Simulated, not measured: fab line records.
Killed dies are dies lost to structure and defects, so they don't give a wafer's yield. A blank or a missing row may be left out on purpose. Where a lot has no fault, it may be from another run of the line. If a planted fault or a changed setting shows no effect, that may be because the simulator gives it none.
What tool caused it?    flow sky130    7 lots with 21 wafers sampled at 4 steps, on a route of 708 steps

WHAT EACH GAUGE READ, for each wafer
SKY_VIA2_CD_MEAS_12: the cd target is 200 nm.
lot   measured      on         cd_nm (nm)
L625  day 37 11:52  cd_sem-01  198.4 197.9 199.2
L629  day 38 16:20  cd_sem-01  200.3 200.7 199.9
L631  day 39 07:58  cd_sem-02  201.0 200.0 201.6
L634  day 40 10:21  cd_sem-02  199.3 200.0 200.7
L639  day 41 18:05  cd_sem-01  201.6 201.0 201.5
L646  day 43 06:12  cd_sem-01  197.4 197.9 197.3

WHICH TOOL RAN EACH LOT (tool, then ch and the chambers of the sampled wafers, then the start)
lot   SKY_METAL2_ETCH_18                 SKY_METAL2_METAL_ETCH_19           SKY_METAL2_STRIP_20
L625  rie_metal-02 ch 0,1, day 36 08:44  rie_metal-02 ch 0,1, day 36 08:48  plasma_asher-01 ch 0,1, day 36 08:53
L629  rie_metal-04 ch 0,1, day 37 13:51  rie_metal-04 ch 0,1, day 37 13:56  plasma_asher-02 ch 0,1, day 37 14:01
L631  rie_metal-01 ch 0,1, day 38 04:50  rie_metal-01 ch 0,1, day 38 04:54  plasma_asher-02 ch 0,1, day 38 04:59
L634  rie_metal-04 ch 0,1, day 39 08:04  rie_metal-04 ch 0,1, day 39 08:08  plasma_asher-03 ch 0,1, day 39 08:13
L639  rie_metal-01 ch 0,1, day 40 17:04  rie_metal-01 ch 0,1, day 40 17:08  plasma_asher-01 ch 1, day 40 17:13
L644  rie_metal-04 ch 0, day 42 00:34    rie_metal-04 ch 0, day 42 00:42    plasma_asher-01 ch 1, day 42 00:53
L646  rie_metal-04 ch 0, day 42 05:38    rie_metal-04 ch 0, day 42 05:46    plasma_asher-03 ch 0,1, day 42 05:55
- SKY_METAL2_ETCH_18: etches BARC in N2/H2, stops on SiO2, time 45.9 s, target depth 60 nm.
- SKY_METAL2_METAL_ETCH_19: etches the open film in Cl2/BCl3, stops on SiO2, target depth 360 nm, time 78 s.
- SKY_METAL2_STRIP_20: strips in O2/N2.

THE ANSWER, worked out from the rows above alone
Rule: the lots themselves supply what counts as usual. Put in order of their means at a reading, lots are off if they are a third of the lots or fewer, leave a main group of 4 or more, and stand apart from it by a gap of 3 or more times the standard deviation of the main group's means; of several such gaps the widest counts. A main group whose means are all the same, to the digits that the tables above print for the reading, isn't used. A lot without any number at a reading at which 4 lots or more have one is off too. Any other lot the step has rows for is counted as sound.
No lot is off at any reading shown: from this, nothing can be told.

WHAT THE SIMULATOR HAD PUT IN
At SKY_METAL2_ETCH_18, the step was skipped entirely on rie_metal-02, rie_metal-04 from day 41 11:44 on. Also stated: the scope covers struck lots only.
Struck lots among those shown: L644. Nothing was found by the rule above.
